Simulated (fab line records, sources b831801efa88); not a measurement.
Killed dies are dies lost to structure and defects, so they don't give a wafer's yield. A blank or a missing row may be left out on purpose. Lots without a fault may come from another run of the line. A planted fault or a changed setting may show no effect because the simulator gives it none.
fab line records | flow sky130 | part 2 of 2: steps 29 to 42 of 42
record lots=5 wafers=15 last_day=50
route steps=708 shown CAP2M@615 METAL4@621 VIA4@639
lots that met no fault: from a run of the same line without faults
start_h: hours from the record's first day to the start of the lot's first wafer shown | wait_h: hours since the lot's step before | " the same as in the row above | L1.1+2: a row that stands for several wafers | - no value, or no start given | * or withheld: withheld | < > ~ a bound
route shown NAME@n: a module of which the file shows steps, and the number in the route of the first | usual: mean/standard deviation of fault-free wafers | same: alike in all rows | chamber/n: place in a boat | sites: the reading at each site | _std_site: their standard deviation | _edge_site: outer sites' mean less inner sites' | radius_mm: how far each site lies from the wafer's centre | mask NAME#n: copy n | behind: the tool/chamber that last shaped the wafer | hold: why the lot was held/for how many hours/how that ended | device: the transistor (n, p or np) that didn't switch | end of line: the same wafers' tests at the end of the route | a step without rows: its recipe alone | killed: dies lost to structure and defects at the first sort, not the wafer's yield | map: a wafer's dies, x killed, . not, _ none there
set.NAME: the setting as run; set.NAME@STEP: as run at that earlier step | model.NAME: the simulator's own value behind a step, which no gauge read
lots at some steps of the route; a table a step, a row a wafer
services: from which hour (start_h, from the record's first day; less than 0 if before it) a tool's chamber was out of use, for how many hours, and why
## steps
# step SKY_VIA4_DEHYDRATE_04
# recipe temp_c=200 time_s=60
# columns lot.wafer tool chamber start_h wait_h
L079.1+2+6 litho_track-03 0 1039.53 10.2
L083.2+3+4 litho_track-03 0 1049.55 9.9
L091.2+4+6 litho_track-01 0 1099.61 9.7
L094.3+4+5 litho_track-03 0 1116.73 9.3
L096.3+4+6 litho_track-01 0 1132.29 8.5
# step SKY_VIA4_HMDS_05
# recipe prime_time_s=60 prime_temp_c=120
# columns lot.wafer tool chamber start_h wait_h
L079.1+2+6 litho_track-03 0 1039.68 0.1
L083.2+3+4 litho_track-03 0 1049.70 0.1
L091.2+4+6 litho_track-01 0 1099.76 0.1
L094.3+4+5 litho_track-03 0 1116.88 0.1
L096.3+4+6 litho_track-01 0 1132.44 0.1
# step SKY_VIA4_COAT_06
# recipe resist=NOVOLAK spin_rpm=3000 resist_thk_nm=1140
# columns lot.wafer tool chamber start_h wait_h
L079.1+2+6 litho_track-03 0 1039.83 0.1
L083.2+3+4 litho_track-03 0 1049.85 0.1
L091.2+4+6 litho_track-01 0 1099.91 0.1
L094.3+4+5 litho_track-03 0 1117.03 0.1
L096.3+4+6 litho_track-01 0 1132.59 0.1
# step SKY_VIA4_SOFTBAKE_07
# recipe temp_c=90 time_s=60 resist=NOVOLAK
# columns lot.wafer tool chamber start_h wait_h
L079.1+2+6 litho_track-03 0 1039.98 0.1
L083.2+3+4 litho_track-03 0 1050.00 0.1
L091.2+4+6 litho_track-01 0 1100.06 0.1
L094.3+4+5 litho_track-03 0 1117.18 0.1
L096.3+4+6 litho_track-01 0 1132.74 0.1
# step SKY_VIA4_EXPOSE_08
# recipe mask_id=VIM4 na=0.6 source_shape=conventional sigma_outer=0.6 polarization=unpolarized target_cd_nm=800 dose_mj=132
# columns lot.wafer tool chamber start_h wait_h mask
L079.1+2+6 iline_stepper-02 0 - - VIM4#0
L083.2+3+4 iline_stepper-02 0 - - VIM4#0
L091.2+4+6 iline_stepper-01 0 - - VIM4#0
L094.3+4+5 iline_stepper-01 0 - - VIM4#0
L096.3+4+6 iline_stepper-01 0 - - VIM4#0
# step SKY_VIA4_PEB_09
# recipe temp_c=withheld time_s=* resist=NOVOLAK
# columns lot.wafer tool chamber start_h wait_h
L079.1+2+6 litho_track-03 0 - -
L083.2+3+4 litho_track-03 0 - -
L091.2+4+6 litho_track-04 0 - -
L094.3+4+5 litho_track-04 0 - -
L096.3+4+6 litho_track-01 0 - -
# step SKY_VIA4_DEVELOP_10
# recipe resist=NOVOLAK developer=TMAH develop_time_s=60 dev_temp_c=23
# same develop_time_s=60
# columns lot.wafer tool chamber start_h wait_h
L079.1+2+6 litho_track-03 0 1052.18 0.1
L083.2+3+4 litho_track-03 0 1060.95 0.1
L091.2+4+6 litho_track-04 0 1109.58 0.1
L094.3+4+5 litho_track-04 0 1127.10 0.1
L096.3+4+6 litho_track-01 0 1141.69 0.1
# step SKY_VIA4_OVL_MEAS_11
# usual VIA4_OVL=-0.6/1.3
# columns lot.wafer tool chamber start_h wait_h VIA4_OVL[nm]
L079.1 overlay-02 - 1052.33 0.1 -2.0
L079.2 " - " " 0.0
L079.6 " - " " -1.4
L083.2 overlay-02 - 1061.08 0.1 -0.5
L083.3 " - " " 0.6
L083.4 " - " " -1.9
L091.2 overlay-02 - 1109.71 0.1 0.4
L091.4 " - " " -0.1
L091.6 " - " " -0.3
L094.3 overlay-02 - 1127.21 0.1 -0.2
L094.4 " - " " -0.7
L094.5 " - " " 0.2
L096.3 overlay-01 - 1141.80 0.1 -2.7
L096.4 " - " " 1.6
L096.6 " - " " 1.6
# step SKY_VIA4_ETCH_12
# recipe target=SiO2 chemistry=C4F8/O2/Ar stop_on=TiN mask_material=NOVOLAK source_w=1500 bias_w=1200 pressure_mtorr=40 c4f8_flow_sccm=withheld O2_flow_sccm=6 Ar_flow_sccm=300 time_s=withheld target_depth_a=5800
# usual oes_product_au=0.926/0.0043
# columns lot.wafer tool chamber start_h wait_h oes_product_au
L079.1 rie_diel-01 2 1052.36 0.0 0.932
L079.2 " 3 " " 0.924
L079.6 " 3 " " 0.923
L083.2 rie_diel-04 2 1061.11 0.0 0.927
L083.3 " 1 " " 0.929
L083.4 " 0 " " 0.920
L091.2 rie_diel-01 0 1109.74 0.0 0.926
L091.4 " 0 " " 0.935
L091.6 " 1 " " 0.924
L094.3 rie_diel-01 3 1127.24 0.0 0.922
L094.4 " 0 " " 0.920
L094.5 " 1 " " 0.931
L096.3 rie_diel-04 0 1141.83 0.0 0.926
L096.4 " 1 " " 0.927
L096.6 " 3 " " 0.925
# step SKY_VIA4_STRIP_13
# recipe chemistry=O2/N2 power_w=1400 pressure_mtorr=1500 platen_temp_c=withheld o2_flow_sccm=3000 n2_flow_sccm=300 overash_fraction=0.5
# usual drypump_motor_current_A=5.6/0.32 o2_flow_sccm=2999/8.4 oes_product_au=0.709/0.0045 strip_time_to_endpoint_s=12.81/0.033
# columns lot.wafer tool chamber start_h wait_h drypump_motor_current_A o2_flow_sccm oes_product_au rf_hours_counter_h strip_time_to_endpoint_s
L079.1 plasma_asher-04 0 1052.44 - 5.4 2989 0.706 30 12.77
L079.2 " 1 " " 5.6 2999 0.698 30 12.80
L079.6 " 0 " " 5.4 3002 0.709 - 12.81
L083.2 plasma_asher-03 0 1061.19 - 6.0 3008 0.710 90 12.81
L083.3 " 0 " " 6.0 2995 0.706 - 12.81
L083.4 " 1 " " 5.7 2991 0.707 - 12.79
L091.2 plasma_asher-03 1 1109.81 - 5.7 2997 0.698 95 12.82
L091.4 " 0 " " 6.0 3010 0.706 - 12.79
L091.6 " 1 " " 5.7 2996 0.713 - 12.80
L094.3 plasma_asher-04 1 1127.34 - 5.6 3000 0.716 - 12.81
L094.4 " 0 " " 5.4 2998 0.714 - 12.84
L094.5 " 0 " " 5.4 3005 0.706 - 12.82
L096.3 plasma_asher-04 1 1141.93 - 5.6 3012 0.708 - 12.82
L096.4 " 0 " " 5.4 3005 0.709 - 12.81
L096.6 " 0 " " 5.4 2992 0.708 - 12.87
# step SKY_VIA4_STRIP_14
# recipe chemistry=post_etch_residue_remover time_s=1200 temp_c=72.5
# columns lot.wafer tool chamber start_h wait_h
L079.1+2+6 wet_bench-04 1 1052.54 0.1
L083.2+3+4 wet_bench-02 3 1061.29 0.1
L091.2+4+6 wet_bench-02 2 1109.91 0.1
L094.3+4+5 wet_bench-02 1 1127.41 0.0
L096.3+4+6 wet_bench-01 3 1142.00 0.0
# step SKY_VIA4_CLEAN_15
# recipe chemistry=IPA time_s=180 temp_c=25
# columns lot.wafer tool chamber start_h wait_h
L079.1+2+6 wet_bench-01 2 1052.88 0.0
L083.2+3+4 wet_bench-01 1 1061.66 0.0
L091.2+4+6 wet_bench-02 1 1110.25 0.0
L094.3+4+5 wet_bench-02 2 1127.75 0.0
L096.3+4+6 wet_bench-04 0 1142.34 0.0
# step SKY_VIA4_CLEAN_16
# recipe chemistry=O3/DIW dry=n2_spin
# columns lot.wafer tool chamber start_h wait_h
L079.1+2+6 wet_bench-04 0 1052.94 0.0
L083.2+3+4 wet_bench-01 3 1061.72 0.0
L091.2+4+6 wet_bench-02 3 1110.31 0.0
L094.3+4+5 wet_bench-01 2 1127.83 0.0
L096.3+4+6 wet_bench-02 2 1142.40 0.0
# step SKY_VIA4_SPUTTER_17
# recipe material=TiN target_thk_nm=20 chamber_pressure_pa=5 power_w=4000 time_s=80
# usual throttle_valve_pct=29.9/0.78
# columns lot.wafer tool chamber start_h wait_h throttle_valve_pct
L079.1 pvd_sputter-02 - 1053.03 0.0 30.4
L079.2 " - " " 30.6
L079.6 " - " " 30.3
L083.2 pvd_sputter-02 - 1061.81 0.0 29.3
L083.3 " - " " 30.5
L083.4 " - " " 30.1
L091.2 pvd_sputter-03 - 1110.40 0.0 29.2
L091.4 " - " " 30.7
L091.6 " - " " 28.9
L094.3 pvd_sputter-04 - 1127.93 0.0 29.2
L094.4 " - " " 30.9
L094.5 " - " " 29.3
L096.3 pvd_sputter-02 - 1142.50 0.0 29.5
L096.4 " - " " 30.5
L096.6 " - " " 30.4
## services
# columns tool chamber start_h hours kind
iline_stepper-01 - 986.32 1.7 pm
plasma_asher-03 - 986.46 5.3 repair
cmp-01 - 992.65 0.4 repair
plasma_asher-03 - 1011.52 2.3 repair
rie_diel-02 1 1012.89 4.4 repair
krf_scanner-01 - 1016.79 0.8 pm
rie_diel-01 0 1018.28 12.3 repair
pvd_sputter-02 - 1037.62 3.0 repair
iline_stepper-01 - 1040.00 8.3 repair
krf_scanner-01 - 1042.68 0.2 repair
plasma_asher-01 - 1055.35 9.0 pm
rie_diel-01 0 1056.91 7.2 repair
hdpcvd-01 - 1058.11 5.5 pm
rie_diel-01 - 1059.97 2.8 pm
krf_scanner-01 - 1067.82 3.6 pm
rie_diel-01 2 1075.00 7.4 repair
cmp-01 - 1081.83 2.0 repair
plasma_asher-04 - 1102.75 0.4 repair
wet_bench-03 - 1102.80 2.0 repair
rie_diel-01 2 1104.89 6.5 repair
cmp-01 - 1117.84 1.3 repair
wet_bench-04 - 1123.97 6.1 repair
wet_bench-03 - 1130.65 3.0 repair
rie_diel-01 - 1142.39 0.7 repair
